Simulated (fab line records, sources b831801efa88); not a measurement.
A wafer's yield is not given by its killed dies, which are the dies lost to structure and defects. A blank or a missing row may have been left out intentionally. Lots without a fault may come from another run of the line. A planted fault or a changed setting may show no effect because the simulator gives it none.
Which tool did it? || flow gf180mcu || 12 lots, 34 wafers sampled, at 6 steps of a route of 602

== WHAT EACH GAUGE READ, for each wafer ==
GF_STI_THK_MEAS_02. Usual: for STI_OXIDATION_THK the level is 10.04 nm and the standard deviation is 0.23.
{"lot": "L176", "measured": "day 1 12:05", "on": "film-metro-04", "STI_OXIDATION_THK (nm)": "9.78 9.86 9.87", "flag": ""}
{"lot": "L178", "measured": "day 1 21:32", "on": "film-metro-04", "STI_OXIDATION_THK (nm)": "10.36 10.46 10.58", "flag": ""}
{"lot": "L179", "measured": "day 2 02:31", "on": "film-metro-01", "STI_OXIDATION_THK (nm)": "10.61 10.58 10.54", "flag": ""}
{"lot": "L180", "measured": "day 2 07:31", "on": "film-metro-04", "STI_OXIDATION_THK (nm)": "9.92 9.80 9.91", "flag": ""}
{"lot": "L185", "measured": "day 3 08:32", "on": "film-metro-01", "STI_OXIDATION_THK (nm)": "10.21 10.18", "flag": ""}
{"lot": "L186", "measured": "day 3 13:38", "on": "film-metro-01", "STI_OXIDATION_THK (nm)": "10.06 10.00", "flag": ""}
{"lot": "L190", "measured": "day 4 10:10", "on": "film-metro-02", "STI_OXIDATION_THK (nm)": "10.61 10.35 10.39", "flag": ""}
{"lot": "L192", "measured": "day 4 19:31", "on": "film-metro-01", "STI_OXIDATION_THK (nm)": "9.92 10.03 9.73", "flag": ""}
{"lot": "L193", "measured": "day 5 00:31", "on": "film-metro-04", "STI_OXIDATION_THK (nm)": "10.02 9.99 9.83", "flag": ""}
{"lot": "L194", "measured": "day 5 06:07", "on": "film-metro-04", "STI_OXIDATION_THK (nm)": "9.97 10.00 9.94", "flag": ""}
{"lot": "L198", "measured": "day 6 01:31", "on": "film-metro-01", "STI_OXIDATION_THK (nm)": "10.10 10.12 10.11", "flag": ""}
{"lot": "L199", "measured": "day 6 07:13", "on": "film-metro-02", "STI_OXIDATION_THK (nm)": "10.35 10.31 10.29", "flag": ""}

GF_MVSD_OVL_MEAS_07. Usual: for MVSD_OVL the level is 0.5 nm and the standard deviation is 1.3.
{"lot": "L176", "measured": "day 4 10:07", "on": "overlay-02", "MVSD_OVL (nm)": "2.0 1.8 3.3", "flag": ""}
{"lot": "L178", "measured": "day 4 20:10", "on": "overlay-01", "MVSD_OVL (nm)": "1.6 -0.4 0.9", "flag": ""}
{"lot": "L179", "measured": "day 5 04:55", "on": "overlay-01", "MVSD_OVL (nm)": "0.9 1.3 0.2", "flag": ""}
{"lot": "L180", "measured": "day 5 08:31", "on": "overlay-01", "MVSD_OVL (nm)": "-2.7 -0.4 -1.6", "flag": ""}
{"lot": "L185", "measured": "day 6 18:05", "on": "overlay-01", "MVSD_OVL (nm)": "-2.0 0.5", "flag": ""}
{"lot": "L186", "measured": "day 6 21:38", "on": "overlay-01", "MVSD_OVL (nm)": "1.5 0.9", "flag": ""}
{"lot": "L190", "measured": "day 7 18:22", "on": "overlay-01", "MVSD_OVL (nm)": "1.3 -0.5 -0.4", "flag": ""}
{"lot": "L192", "measured": "day 8 07:45", "on": "overlay-01", "MVSD_OVL (nm)": "1.1 1.2 0.4", "flag": ""}
{"lot": "L193", "measured": "day 8 12:22", "on": "overlay-01", "MVSD_OVL (nm)": "1.4 0.4 1.3", "flag": ""}
{"lot": "L194", "measured": "day 8 18:37", "on": "overlay-02", "MVSD_OVL (nm)": "1.0 1.8 0.7", "flag": ""}
{"lot": "L198", "measured": "day 9 18:29", "on": "overlay-01", "MVSD_OVL (nm)": "1.8 1.5 3.3", "flag": ""}
{"lot": "L199", "measured": "day 9 23:38", "on": "overlay-01", "MVSD_OVL (nm)": "0.3 1.8 0.0", "flag": ""}

GF_CONTACT_CD_MEAS_14: the cd target is 220 nm. Usual: cd-nm at 219.7 nm, with a standard deviation of 1.3.
{"lot": "L176", "measured": "day 16 06:11", "on": "cd-sem-02", "cd-nm (nm)": "219.4 219.7 220.3", "flag": ""}
{"lot": "L178", "measured": "day 16 17:44", "on": "cd-sem-01", "cd-nm (nm)": "219.7 218.6 219.5", "flag": ""}
{"lot": "L179", "measured": "day 17 09:27", "on": "cd-sem-02", "cd-nm (nm)": "220.6 220.9 220.2", "flag": ""}
{"lot": "L180", "measured": "day 17 10:47", "on": "cd-sem-01", "cd-nm (nm)": "222.4 223.6 222.0", "flag": ""}
{"lot": "L185", "measured": "day 19 12:50", "on": "cd-sem-02", "cd-nm (nm)": "219.7 220.8", "flag": ""}
{"lot": "L186", "measured": "day 19 22:35", "on": "cd-sem-01", "cd-nm (nm)": "219.8 220.5", "flag": ""}
{"lot": "L190", "measured": "day 21 05:05", "on": "cd-sem-02", "cd-nm (nm)": "218.8 219.1 217.9", "flag": ""}
{"lot": "L192", "measured": "day 21 19:15", "on": "cd-sem-02", "cd-nm (nm)": "217.9 218.1 217.9", "flag": ""}
{"lot": "L193", "measured": "day 22 04:50", "on": "cd-sem-01", "cd-nm (nm)": "219.8 219.1 219.3", "flag": ""}
{"lot": "L194", "measured": "day 22 10:23", "on": "cd-sem-01", "cd-nm (nm)": "221.9 220.2 220.5", "flag": ""}
{"lot": "L198", "measured": "day 23 20:00", "on": "cd-sem-01", "cd-nm (nm)": "222.3 222.7 221.0", "flag": ""}
{"lot": "L199", "measured": "day 24 04:43", "on": "cd-sem-01", "cd-nm (nm)": "219.0 218.5 219.1", "flag": ""}

== TOOL THAT RAN EACH LOT (tool first, then ch and the chambers of the sampled wafers, then the start) ==
{"lot": "L176", "GF_STI_ETCH_13": "rie-diel-04 ch 2,3, day 2 01:31", "GF_STI_ETCH_14": "rie-si-01 ch 0,1,2, day 2 01:36", "GF_STI_STRIP_15": "plasma-asher-01 ch 0,1, day 2 01:42"}
{"lot": "L178", "GF_STI_ETCH_13": "rie-diel-01 ch 0,1, day 2 11:01", "GF_STI_ETCH_14": "rie-si-01 ch 1,2,3, day 2 11:06", "GF_STI_STRIP_15": "plasma-asher-01 ch 0,1, day 2 11:12"}
{"lot": "L179", "GF_STI_ETCH_13": "rie-diel-01 ch 0,1, day 2 16:59", "GF_STI_ETCH_14": "rie-si-01 ch 1,3, day 2 17:04", "GF_STI_STRIP_15": "plasma-asher-01 ch 0,1, day 2 17:08"}
{"lot": "L180", "GF_STI_ETCH_13": "rie-diel-01 ch 0,1,3, day 2 21:41", "GF_STI_ETCH_14": "rie-si-02 ch 0,2,3, day 2 21:46", "GF_STI_STRIP_15": "plasma-asher-03 ch 0,1, day 2 21:50"}
{"lot": "L185", "GF_STI_ETCH_13": "rie-diel-01 ch 1,3, day 4 00:04", "GF_STI_ETCH_14": "rie-si-01 ch 1,2, day 4 00:09", "GF_STI_STRIP_15": "plasma-asher-01 ch 0,1, day 4 00:15"}
{"lot": "L186", "GF_STI_ETCH_13": "rie-diel-01 ch 0,3, day 4 04:17", "GF_STI_ETCH_14": "rie-si-02 ch 0, day 4 04:22", "GF_STI_STRIP_15": "plasma-asher-02 ch 1, day 4 04:28"}
{"lot": "L190", "GF_STI_ETCH_13": "rie-diel-03 ch 0,2, day 5 01:14", "GF_STI_ETCH_14": "rie-si-02 ch 0,1,3, day 5 01:19", "GF_STI_STRIP_15": "plasma-asher-02 ch 0,1, day 5 01:23"}
{"lot": "L192", "GF_STI_ETCH_13": "rie-diel-03 ch 0,3, day 5 11:34", "GF_STI_ETCH_14": "rie-si-01 ch 1,3, day 5 11:39", "GF_STI_STRIP_15": "plasma-asher-02 ch 0,1, day 5 11:43"}
{"lot": "L193", "GF_STI_ETCH_13": "rie-diel-03 ch 0,2, day 5 16:38", "GF_STI_ETCH_14": "rie-si-01 ch 1,2,3, day 5 16:43", "GF_STI_STRIP_15": "plasma-asher-02 ch 0,1, day 5 16:47"}
{"lot": "L194", "GF_STI_ETCH_13": "rie-diel-03 ch 2,3, day 5 22:16", "GF_STI_ETCH_14": "rie-si-02 ch 1,2,3, day 5 22:21", "GF_STI_STRIP_15": "plasma-asher-03 ch 0,1, day 5 22:25"}
{"lot": "L198", "GF_STI_ETCH_13": "rie-diel-04 ch 0,1, day 6 19:13", "GF_STI_ETCH_14": "rie-si-02 ch 1,2,3, day 6 19:18", "GF_STI_STRIP_15": "plasma-asher-03 ch 0,1, day 6 19:22"}
{"lot": "L199", "GF_STI_ETCH_13": "rie-diel-04 ch 0,2,3, day 7 00:56", "GF_STI_ETCH_14": "rie-si-01 ch 1,2,3, day 7 01:01", "GF_STI_STRIP_15": "plasma-asher-03 ch 0,1, day 7 01:08"}
- GF_STI_ETCH_13: etches the open film in CHF3/O2, stops on Si, target depth 282.31 nm, time 112.9 s.
- GF_STI_ETCH_14: etches Si in HBr/Cl2/O2, target depth 360 nm, time 102.9 s.
- GF_STI_STRIP_15: strips in O2/N2.

== WHAT THE TOOLS THEMSELVES READ (means of the sampled wafers that have a number; where no wafer has one, the mark that the record gives instead) ==
GF_STI_ETCH_13. Usual: drypump-motor-current-A 5.7 A, standard deviation 0.45; oes-product-au 0.834 a.u., standard deviation 0.0062; throttle-valve-pct 8.810 %, standard deviation 0.008.
{"lot": "L176", "tool": "rie-diel-04", "drypump-motor-current-A (A)": 6.0, "oes-product-au (a.u.)": 0.835, "throttle-valve-pct (%)": 8.809, "flag": ""}
{"lot": "L178", "tool": "rie-diel-01", "drypump-motor-current-A (A)": 6.0, "oes-product-au (a.u.)": 0.832, "throttle-valve-pct (%)": 8.813, "flag": ""}
{"lot": "L179", "tool": "rie-diel-01", "drypump-motor-current-A (A)": 5.8, "oes-product-au (a.u.)": 0.834, "throttle-valve-pct (%)": 8.804, "flag": ""}
{"lot": "L180", "tool": "rie-diel-01", "drypump-motor-current-A (A)": 5.9, "oes-product-au (a.u.)": 0.828, "throttle-valve-pct (%)": 8.808, "flag": ""}
{"lot": "L185", "tool": "rie-diel-01", "drypump-motor-current-A (A)": 5.8, "oes-product-au (a.u.)": 0.827, "throttle-valve-pct (%)": 8.809, "flag": ""}
{"lot": "L186", "tool": "rie-diel-01", "drypump-motor-current-A (A)": 6.0, "oes-product-au (a.u.)": 0.832, "throttle-valve-pct (%)": 8.802, "flag": ""}
{"lot": "L190", "tool": "rie-diel-03", "drypump-motor-current-A (A)": 5.3, "oes-product-au (a.u.)": 0.832, "throttle-valve-pct (%)": 8.810, "flag": ""}
{"lot": "L192", "tool": "rie-diel-03", "drypump-motor-current-A (A)": 5.8, "oes-product-au (a.u.)": 0.838, "throttle-valve-pct (%)": 8.814, "flag": ""}
{"lot": "L193", "tool": "rie-diel-03", "drypump-motor-current-A (A)": 5.7, "oes-product-au (a.u.)": 0.824, "throttle-valve-pct (%)": 8.808, "flag": ""}
{"lot": "L194", "tool": "rie-diel-03", "drypump-motor-current-A (A)": 5.1, "oes-product-au (a.u.)": 0.836, "throttle-valve-pct (%)": 8.815, "flag": ""}
{"lot": "L198", "tool": "rie-diel-04", "drypump-motor-current-A (A)": 5.5, "oes-product-au (a.u.)": 0.829, "throttle-valve-pct (%)": 8.810, "flag": ""}
{"lot": "L199", "tool": "rie-diel-04", "drypump-motor-current-A (A)": 5.8, "oes-product-au (a.u.)": 0.837, "throttle-valve-pct (%)": 8.812, "flag": ""}

GF_STI_ETCH_14. Usual: drypump-motor-current-A 5.5 A, standard deviation 0.47; mfc-cl2-sccm 39.98 sccm, standard deviation 0.13; oes-product-au 1.001 a.u., standard deviation 0.011; throttle-valve-pct 25.657 %, standard deviation 0.011.
{"lot": "L176", "tool": "rie-si-01", "drypump-motor-current-A (A)": 5.7, "mfc-cl2-sccm (sccm)": 39.85, "oes-product-au (a.u.)": 1.006, "throttle-valve-pct (%)": 25.656, "flag": ""}
{"lot": "L178", "tool": "rie-si-01", "drypump-motor-current-A (A)": 5.7, "mfc-cl2-sccm (sccm)": 39.90, "oes-product-au (a.u.)": 1.007, "throttle-valve-pct (%)": 25.651, "flag": ""}
{"lot": "L179", "tool": "rie-si-01", "drypump-motor-current-A (A)": 5.3, "mfc-cl2-sccm (sccm)": 39.98, "oes-product-au (a.u.)": 1.001, "throttle-valve-pct (%)": 25.661, "flag": ""}
{"lot": "L180", "tool": "rie-si-02", "drypump-motor-current-A (A)": 5.2, "mfc-cl2-sccm (sccm)": 40.07, "oes-product-au (a.u.)": 1.004, "throttle-valve-pct (%)": 25.649, "flag": ""}
{"lot": "L185", "tool": "rie-si-01", "drypump-motor-current-A (A)": 6.0, "mfc-cl2-sccm (sccm)": 39.93, "oes-product-au (a.u.)": 0.898, "throttle-valve-pct (%)": 25.724, "flag": "OFF"}
{"lot": "L186", "tool": "rie-si-02", "drypump-motor-current-A (A)": 5.4, "mfc-cl2-sccm (sccm)": 40.19, "oes-product-au (a.u.)": 0.918, "throttle-valve-pct (%)": 25.714, "flag": "OFF"}
{"lot": "L190", "tool": "rie-si-02", "drypump-motor-current-A (A)": 5.5, "mfc-cl2-sccm (sccm)": 40.01, "oes-product-au (a.u.)": 1.005, "throttle-valve-pct (%)": 25.657, "flag": ""}
{"lot": "L192", "tool": "rie-si-01", "drypump-motor-current-A (A)": 5.6, "mfc-cl2-sccm (sccm)": 40.03, "oes-product-au (a.u.)": 0.995, "throttle-valve-pct (%)": 25.657, "flag": ""}
{"lot": "L193", "tool": "rie-si-01", "drypump-motor-current-A (A)": 5.7, "mfc-cl2-sccm (sccm)": 39.98, "oes-product-au (a.u.)": 1.000, "throttle-valve-pct (%)": 25.663, "flag": ""}
{"lot": "L194", "tool": "rie-si-02", "drypump-motor-current-A (A)": 5.5, "mfc-cl2-sccm (sccm)": 39.98, "oes-product-au (a.u.)": 0.988, "throttle-valve-pct (%)": 25.676, "flag": ""}
{"lot": "L198", "tool": "rie-si-02", "drypump-motor-current-A (A)": 5.5, "mfc-cl2-sccm (sccm)": 40.06, "oes-product-au (a.u.)": 0.994, "throttle-valve-pct (%)": 25.668, "flag": ""}
{"lot": "L199", "tool": "rie-si-01", "drypump-motor-current-A (A)": 5.6, "mfc-cl2-sccm (sccm)": 40.08, "oes-product-au (a.u.)": 1.002, "throttle-valve-pct (%)": 25.660, "flag": ""}

GF_STI_STRIP_15. Usual: drypump-motor-current-A 5.8 A, standard deviation 0.43; heater-power-w 350 W, standard deviation 29; o2-flow-sccm 3001 sccm, standard deviation 9; oes-product-au 0.384 a.u., standard deviation 0.0047; strip-time-to-endpoint-s 3.73 s, standard deviation 0.045.
{"lot": "L176", "tool": "plasma-asher-01", "drypump-motor-current-A (A)": 5.5, "heater-power-w (W)": 342, "o2-flow-sccm (sccm)": 3000, "oes-product-au (a.u.)": 0.376, "strip-time-to-endpoint-s (s)": 3.71, "flag": ""}
{"lot": "L178", "tool": "plasma-asher-01", "drypump-motor-current-A (A)": 5.5, "heater-power-w (W)": 347, "o2-flow-sccm (sccm)": 2996, "oes-product-au (a.u.)": 0.384, "strip-time-to-endpoint-s (s)": 3.73, "flag": ""}
{"lot": "L179", "tool": "plasma-asher-01", "drypump-motor-current-A (A)": 5.5, "heater-power-w (W)": 345, "o2-flow-sccm (sccm)": 3006, "oes-product-au (a.u.)": 0.382, "strip-time-to-endpoint-s (s)": 3.74, "flag": ""}
{"lot": "L180", "tool": "plasma-asher-03", "drypump-motor-current-A (A)": 5.8, "heater-power-w (W)": 341, "o2-flow-sccm (sccm)": 2990, "oes-product-au (a.u.)": 0.382, "strip-time-to-endpoint-s (s)": 3.76, "flag": ""}
{"lot": "L185", "tool": "plasma-asher-01", "drypump-motor-current-A (A)": 5.5, "heater-power-w (W)": 344, "o2-flow-sccm (sccm)": 3005, "oes-product-au (a.u.)": 0.397, "strip-time-to-endpoint-s (s)": 4.03, "flag": "OFF"}
{"lot": "L186", "tool": "plasma-asher-02", "drypump-motor-current-A (A)": 5.6, "heater-power-w (W)": 322, "o2-flow-sccm (sccm)": 3000, "oes-product-au (a.u.)": 0.403, "strip-time-to-endpoint-s (s)": 4.33, "flag": "OFF"}
{"lot": "L190", "tool": "plasma-asher-02", "drypump-motor-current-A (A)": 5.9, "heater-power-w (W)": 348, "o2-flow-sccm (sccm)": 3008, "oes-product-au (a.u.)": 0.382, "strip-time-to-endpoint-s (s)": 3.73, "flag": ""}
{"lot": "L192", "tool": "plasma-asher-02", "drypump-motor-current-A (A)": 6.1, "heater-power-w (W)": 370, "o2-flow-sccm (sccm)": 2991, "oes-product-au (a.u.)": 0.388, "strip-time-to-endpoint-s (s)": 3.76, "flag": ""}
{"lot": "L193", "tool": "plasma-asher-02", "drypump-motor-current-A (A)": 6.1, "heater-power-w (W)": 367, "o2-flow-sccm (sccm)": 3002, "oes-product-au (a.u.)": 0.385, "strip-time-to-endpoint-s (s)": 3.72, "flag": ""}
{"lot": "L194", "tool": "plasma-asher-03", "drypump-motor-current-A (A)": 5.8, "heater-power-w (W)": 340, "o2-flow-sccm (sccm)": 3004, "oes-product-au (a.u.)": 0.387, "strip-time-to-endpoint-s (s)": 3.76, "flag": ""}
{"lot": "L198", "tool": "plasma-asher-03", "drypump-motor-current-A (A)": 6.2, "heater-power-w (W)": 368, "o2-flow-sccm (sccm)": 3012, "oes-product-au (a.u.)": 0.387, "strip-time-to-endpoint-s (s)": 3.75, "flag": ""}
{"lot": "L199", "tool": "plasma-asher-03", "drypump-motor-current-A (A)": 6.1, "heater-power-w (W)": 367, "o2-flow-sccm (sccm)": 2996, "oes-product-au (a.u.)": 0.382, "strip-time-to-endpoint-s (s)": 3.74, "flag": ""}

== THE ANSWER, worked out from the rows above alone ==
Rule: a lot counts as off when the mean over its wafers that have a number is more than 3 standard deviations away from the usual mean. Also off: a lot with no number at a reading for which 4 or more lots have one. The other lots that the step has rows for count as sound. First the gauges in route order, then the tools' own readings, where a lot's mean is used as printed above. At the first step where some lot is off, the reading lying furthest off is the one used; lots without a number count as furthest.
Off: L185, L186, at GF_STI_ETCH_14 (oes-product-au).
If a tool, at that step or one of the process steps before it, ran each lot that is off and ran no sound lot following the first of them, it fits. One candidate fits, namely rie-diel-01 at GF_STI_ETCH_13. Its last sound lot is L180 (day 2 21:41), its first lot that is off L185 (day 4 00:04): a fault that began between those two fits.

== WHAT THE SIMULATOR HAD INSERTED ==
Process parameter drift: rie-diel-01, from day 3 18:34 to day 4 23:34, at GF_STI_ETCH_13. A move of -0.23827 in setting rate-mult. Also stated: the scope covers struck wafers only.
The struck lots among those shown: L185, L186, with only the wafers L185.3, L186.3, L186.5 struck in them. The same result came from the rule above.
